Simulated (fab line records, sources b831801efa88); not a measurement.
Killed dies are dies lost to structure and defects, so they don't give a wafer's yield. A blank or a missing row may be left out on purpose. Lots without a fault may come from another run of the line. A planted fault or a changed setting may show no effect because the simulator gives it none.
fab line records | flow sky130
record lots=6 wafers=18 last_day=50
route steps=708 shown SD_P@327 RES_XHIGH@332 PAD_OPEN@708
lots that met no fault: from a run of the same line without faults
start_h: hours from the record's first day to the start of the lot's first wafer shown | wait_h: hours since the lot's step before | " the same as in the row above | L1.1+2: a row that stands for several wafers | - no value, or no start given | * or withheld: withheld | < > ~ a bound
route shown NAME@n: a module of which the file shows steps, and the number in the route of the first | usual: mean/standard deviation of fault-free wafers | same: alike in all rows | chamber/n: place in a boat | sites: the reading at each site | _std_site: their standard deviation | _edge_site: outer sites' mean less inner sites' | radius_mm: how far each site lies from the wafer's centre | mask NAME#n: copy n | behind: the tool/chamber that last shaped the wafer | hold: why the lot was held/for how many hours/how that ended | device: the transistor (n, p or np) that didn't switch | end of line: the same wafers' tests at the end of the route | a step without rows: its recipe alone | killed: dies lost to structure and defects at the first sort, not the wafer's yield | map: a wafer's dies, x killed, . not, _ none there
set.NAME: the setting as run; set.NAME@STEP: as run at that earlier step | model.NAME: the simulator's own value behind a step, which no gauge read
lots at some steps of the route; a table a step, a row a wafer
services: from which hour (start_h, from the record's first day; less than 0 if before it) a tool's chamber was out of use, for how many hours, and why
## steps
# step SKY_SD_P_CD_MEAS_07
# recipe target_cd_nm=380
# usual cd_nm=379.7/2.9
# columns lot.wafer tool chamber start_h wait_h cd_nm
L628.2 cd_sem-01 - 623.49 0.1 382.4
L628.3 " - " " 382.0
L628.5 " - " " 383.6
L634.2 cd_sem-01 - 671.08 0.1 378.0
L634.3 " - " " 378.1
L634.4 " - " " 378.3
L636.1 cd_sem-02 - 688.62 0.1 387.9
L636.4 " - " " 386.0
L636.6 " - " " 385.3
L639.2 cd_sem-01 - 693.54 0.1 382.3
L639.3 " - " " 383.6
L639.5 " - " " 384.4
L646.2 cd_sem-01 - 746.28 0.1 375.1
L646.4 " - " " 376.5
L646.6 " - " " 377.7
L648.3 cd_sem-01 - 763.46 0.1 377.2
L648.5 " - " " 379.1
L648.6 " - " " 381.1
# step SKY_SD_P_OVL_MEAS_08
# usual SD_P_OVL=0.1/1.5
# columns lot.wafer tool chamber start_h wait_h SD_P_OVL[nm]
L628.2 overlay-01 - 623.60 0.1 -0.6
L628.3 " - " " -1.4
L628.5 " - " " 0.8
L634.2 overlay-01 - 671.18 0.1 0.0
L634.3 " - " " 0.1
L634.4 " - " " 0.2
L636.1 overlay-02 - 688.74 0.1 1.4
L636.4 " - " " 2.7
L636.6 " - " " 1.3
L639.2 overlay-01 - 693.65 0.1 1.7
L639.3 " - " " -1.2
L639.5 " - " " 0.3
L646.2 overlay-02 - 746.38 0.1 -1.2
L646.4 " - " " 0.1
L646.6 " - " " 0.0
L648.3 overlay-01 - 763.56 0.1 0.0
L648.5 " - " " -0.1
L648.6 " - " " 1.2
# step SKY_SD_P_IMPLANT_09
# recipe species=BF2 energy_kev=20 dose_cm2=3e+15 tilt_deg=0
# step SKY_SD_P_STRIP_10
# recipe chemistry=O2/N2 power_w=1400 pressure_mtorr=1500 platen_temp_c=withheld o2_flow_sccm=3000 n2_flow_sccm=300 overash_fraction=0.5
# usual drypump_motor_current_A=5.7/0.31 oes_product_au=0.617/0.0046 strip_time_to_endpoint_s=17.51/0.052
# columns lot.wafer tool chamber start_h wait_h drypump_motor_current_A oes_product_au rf_hours_counter_h strip_time_to_endpoint_s
L628.2 plasma_asher-04 1 623.78 0.1 5.4 0.605 95 17.56
L628.3 " 1 " " 5.4 0.615 - 17.54
L628.5 " 0 " " 6.1 0.617 - 17.54
L634.2 plasma_asher-02 1 671.36 0.1 5.6 0.610 24 17.60
L634.3 " 1 " " 5.6 0.617 - 17.61
L634.4 " 0 " " 5.6 0.607 - 17.60
L636.1 plasma_asher-04 1 688.93 0.1 5.4 0.617 101 17.59
L636.4 " 1 " " 5.3 0.616 - 17.60
L636.6 " 1 " " 5.4 0.624 - 17.61
L639.2 plasma_asher-02 0 693.83 0.1 5.6 0.619 26 17.48
L639.3 " 0 " " 5.6 0.617 - 17.49
L639.5 " 1 " " 5.6 0.615 - 17.46
L646.2 plasma_asher-04 0 746.56 0.1 6.0 0.628 0 17.44
L646.4 " 0 " " 6.1 0.618 - 17.45
L646.6 " 1 " " 5.3 0.621 - 17.39
L648.3 plasma_asher-01 0 763.76 0.1 5.5 0.616 - 17.56
L648.5 " 1 " " 6.2 0.614 - 17.45
L648.6 " 0 " " 5.5 0.618 - 17.54
# step SKY_SD_P_TW_MEAS_11
# usual SD_P_TW=2835/19
# columns lot.wafer tool chamber start_h wait_h SD_P_TW
L628.2 film_metro-01 - 623.89 0.1 2824
L628.3 " - " " 2821
L628.5 " - " " 2836
L634.2 film_metro-04 - 671.47 0.1 2839
L634.3 " - " " 2827
L634.4 " - " " 2840
L636.1 film_metro-01 - 689.03 0.1 2840
L636.4 " - " " 2866
L636.6 " - " " 2852
L639.2 film_metro-04 - 693.94 0.1 2856
L639.3 " - " " 2846
L639.5 " - " " 2848
L646.2 film_metro-01 - 746.67 0.1 2830
L646.4 " - " " 2835
L646.6 " - " " 2836
L648.3 film_metro-01 - 763.85 0.1 2844
L648.5 " - " " 2852
L648.6 " - " " 2836
# step SKY_RES_XHIGH_DEHYDRATE_00
# recipe temp_c=200 time_s=60
# step SKY_RES_XHIGH_HMDS_01
# recipe prime_time_s=60 prime_temp_c=120
# step SKY_RES_XHIGH_COAT_02
# recipe resist=NOVOLAK spin_rpm=3058 resist_thk_nm=1140
# step SKY_RES_XHIGH_SOFTBAKE_03
# recipe temp_c=90 time_s=60 resist=NOVOLAK
# step SKY_RES_XHIGH_EXPOSE_04
# recipe mask_id=URPM na=0.6 source_shape=conventional sigma_outer=0.6 polarization=unpolarized target_cd_nm=1270 dose_mj=140
# step SKY_RES_XHIGH_PEB_05
# recipe temp_c=withheld time_s=* resist=NOVOLAK
# step SKY_RES_XHIGH_DEVELOP_06
# recipe resist=NOVOLAK developer=TMAH develop_time_s=60 dev_temp_c=23
# step SKY_RES_XHIGH_IMPLANT_07
# recipe species=BF2 energy_kev=20 dose_cm2=3.6e+14 tilt_deg=0
# usual beam_energy_keV=19.999/0.0064 beam_on_s=36/3.9
# columns lot.wafer tool chamber start_h wait_h beam_energy_keV beam_on_s model.implant.drp_nm
L628.2 implanter-04 0 652.00 0.1 19.998 41 9.746
L628.3 " 0 " " 19.997 40 9.746
L628.5 " 0 " " 20.002 42 9.746
L634.2 implanter-01 0 698.95 0.1 19.992 34 9.746
L634.3 " 0 " " 19.988 32 9.746
L634.4 " 0 " " 19.988 32 9.746
L636.1 implanter-01 0 716.92 0.1 20.442 32 9.899
L636.4 " 0 " " 20.436 32 9.899
L636.6 " 0 " " 20.444 31 9.899
L639.2 implanter-01 0 722.00 0.1 20.452 31 9.899
L639.3 " 0 " " 20.443 32 9.899
L639.5 " 0 " " 20.451 31 9.899
L646.2 implanter-04 0 773.10 0.1 20.013 41 9.746
L646.4 " 0 " " 20.011 42 9.746
L646.6 " 0 " " 20.006 42 9.746
L648.3 implanter-04 0 789.62 0.1 19.998 41 9.746
L648.5 " 0 " " 20.001 42 9.746
L648.6 " 0 " " 19.999 40 9.746
# step SKY_RES_XHIGH_STRIP_08
# recipe chemistry=O2/N2 power_w=1400 pressure_mtorr=1500 platen_temp_c=withheld o2_flow_sccm=3000 n2_flow_sccm=300 overash_fraction=0.5
# usual drypump_motor_current_A=6.0/0.38 oes_product_au=0.711/0.0049 strip_time_to_endpoint_s=14.15/0.043
# columns lot.wafer tool chamber start_h wait_h drypump_motor_current_A oes_product_au rf_hours_counter_h strip_time_to_endpoint_s
L628.2 plasma_asher-04 1 652.13 0.1 5.4 0.713 97 14.12
L628.3 " 1 " " 5.3 0.724 - 14.15
L628.5 " 1 " " 5.4 0.707 - 14.11
L634.2 plasma_asher-01 1 699.08 0.1 6.2 0.710 56 14.16
L634.3 " 1 " " 6.2 0.711 - 14.18
L634.4 " 0 " " 5.5 0.710 - 14.20
L636.1 plasma_asher-03 0 717.07 0.1 6.5 0.705 91 14.19
L636.4 " 1 " " 6.1 0.718 - 14.28
L636.6 " 0 " " 6.5 0.707 - 14.18
L639.2 plasma_asher-03 0 722.13 0.1 6.5 0.706 91 14.17
L639.3 " 1 " " 6.1 0.706 - 14.18
L639.5 " 0 " " 6.5 0.707 - 14.12
L646.2 plasma_asher-01 0 773.23 0.1 5.5 0.716 64 14.12
L646.4 " 1 " " 6.2 0.710 - 14.11
L646.6 " 1 " " 6.2 0.712 - 14.11
L648.3 plasma_asher-04 0 789.76 0.1 6.1 0.711 - 14.10
L648.5 " 0 " " 6.0 0.718 - 14.13
L648.6 " 1 " " 5.3 0.705 - 14.08
# step SKY_PAD_OPEN_PROBE_99
# usual killed_at_M0_to_M3=44/6.8 killed_at_M4_up=3.1/1.8 killed_at_contacts=25/5.2 killed_at_front_end=15/4.1 killed_at_other=0.3/0.62 killed_dies=88/9.4 killed_open=48/7.1 killed_short=40/6.1
# same gross_dies=492 killed_at_back_side=0
# columns lot.wafer tool chamber start_h wait_h killed_at_M0_to_M3 killed_at_M4_up killed_at_contacts killed_at_front_end killed_at_other killed_dies killed_open killed_short
L639.2 prober-02 - 1152.60 0.1 51 3 25 7 0 86 57 29
L639.3 prober-02 - 1152.65 0.2 42 7 24 15 0 88 48 40
L639.5 prober-02 - 1152.75 0.2 43 3 24 12 0 82 43 39
L646.2 prober-01 - 1185.43 0.1 57 2 21 19 0 99 45 54
L646.4 prober-01 - 1185.53 0.2 29 3 28 11 2 73 48 25
L646.6 prober-01 - 1185.63 0.2 42 3 32 10 0 87 52 35
L648.3 prober-01 - 1198.74 0.2 45 2 22 14 0 83 44 39
L648.5 prober-01 - 1198.84 0.2 37 2 28 13 0 80 38 41
L648.6 prober-01 - 1198.89 0.2 37 3 32 18 0 90 39 50
# killed by level:class
L639.2 VIA1:geometric_particle:open=13 CONTACT:geometric_particle:open=12 VIA3:geometric_particle:open=9 LI_CONTACT:geometric_particle:open=7 VIA2:geometric_particle:open=6 VIA3:geometric_particle:short=5 VIA1:geometric_particle:short=5 CONTACT:geometric_particle:short=4
L639.3 VIA1:geometric_particle:open=13 CONTACT:geometric_particle:open=8 VIA2:geometric_particle:open=7 CONTACT:geometric_particle:short=6 LI_CONTACT:geometric_particle:open=5 VIA3:geometric_particle:open=5 FIELD_ISO:geometric_particle:open=4 POLY_GATE:geometric_particle:short=4
L639.5 CONTACT:geometric_particle:open=11 VIA3:geometric_particle:open=6 METAL2:geometric_particle:short=6 VIA1:geometric_particle:open=5 METAL1:geometric_particle:short=5 VIA1:geometric_particle:short=5 VIA2:geometric_particle:open=5 LI_CONTACT:geometric_particle:short=4
L646.2 VIA2:geometric_particle:open=10 FIELD_ISO:geometric_particle:short=9 CONTACT:geometric_particle:open=8 METAL2:geometric_particle:short=8 VIA1:geometric_particle:open=7 FIELD_ISO:geometric_particle:open=6 VIA1:geometric_particle:short=6 VIA3:geometric_particle:open=6
L646.4 CONTACT:geometric_particle:open=11 LI_CONTACT:geometric_particle:open=10 VIA1:geometric_particle:open=10 VIA3:geometric_particle:open=5 FIELD_ISO:geometric_particle:open=3 LOCAL_INTERCONNECT:geometric_particle:short=3 VIA2:geometric_particle:open=3 FIELD_ISO:geometric_particle:short=2
L646.6 CONTACT:geometric_particle:open=13 LI_CONTACT:geometric_particle:open=8 VIA1:geometric_particle:open=8 VIA3:geometric_particle:open=7 VIA2:geometric_particle:short=6 CONTACT:geometric_particle:short=5 METAL3:geometric_particle:short=5 VIA2:geometric_particle:open=4
L648.3 CONTACT:geometric_particle:open=7 METAL2:geometric_particle:short=7 FIELD_ISO:geometric_particle:open=6 LI_CONTACT:geometric_particle:open=6 METAL1:geometric_particle:short=6 VIA1:geometric_particle:open=6 VIA3:geometric_particle:open=6 VIA2:geometric_particle:open=6
L648.5 CONTACT:geometric_particle:open=9 METAL1:geometric_particle:short=8 LI_CONTACT:geometric_particle:open=7 CONTACT:geometric_particle:short=6 VIA1:geometric_particle:open=6 VIA2:geometric_particle:open=6 VIA3:geometric_particle:open=5 VIA1:geometric_particle:short=5
L648.6 LOCAL_INTERCONNECT:geometric_particle:short=8 CONTACT:geometric_particle:short=8 METAL2:geometric_particle:short=7 CONTACT:geometric_particle:open=7 VIA2:geometric_particle:open=7 FIELD_ISO:geometric_particle:open=5 VIA1:geometric_particle:open=5 VIA3:geometric_particle:open=5
## services
# columns tool chamber start_h hours kind
implanter-01 - 612.51 5.4 repair
implanter-04 - 656.50 3.4 repair
implanter-04 - 704.61 0.6 repair
implanter-04 - 715.28 6.3 pm
plasma_asher-02 - 722.65 2.8 pm
plasma_asher-04 - 733.75 9.0 pm
plasma_asher-04 0 733.75 9.0 vent_cycle
plasma_asher-04 1 733.75 9.0 vent_cycle
implanter-01 - 734.09 4.2 pm
plasma_asher-04 0 742.75 - clean
plasma_asher-04 1 742.75 - clean
implanter-04 - 747.16 6.2 repair
plasma_asher-01 - 752.02 2.7 repair
plasma_asher-03 - 759.75 3.0 repair
plasma_asher-03 - 786.92 8.3 repair
## key
first_sign step=SKY_RES_XHIGH_IMPLANT_07 reading=beam_energy_keV direction=up sigmas=70 usual=* struck=*
effect none on later readings
model_effect step=SKY_RES_XHIGH_IMPLANT_07 value=implant.drp_nm without=9.746 struck=9.899
met_at SKY_RES_XHIGH_IMPLANT_07
struck_wafers L636.1,L636.4,L636.6,L639.2,L639.3,L639.5
tester_left_out L636,L639
onset_between 698.95 716.92
fault kind=process_parameter_drift tool=implanter-01 chamber=- onset_h=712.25 steps=SKY_RES_XHIGH_IMPLANT_07 channel=energy_kev offset=* shape=step end_h=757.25 acts_in=* stated=*
# tester_left_out: of these lots the tester's yield and bins aren't shown, on N5 and GAA mostly nor the transistor test; their killed dies are dies lost to structure and defects alone, not to doping, threshold or leakage, so they don't give the yield
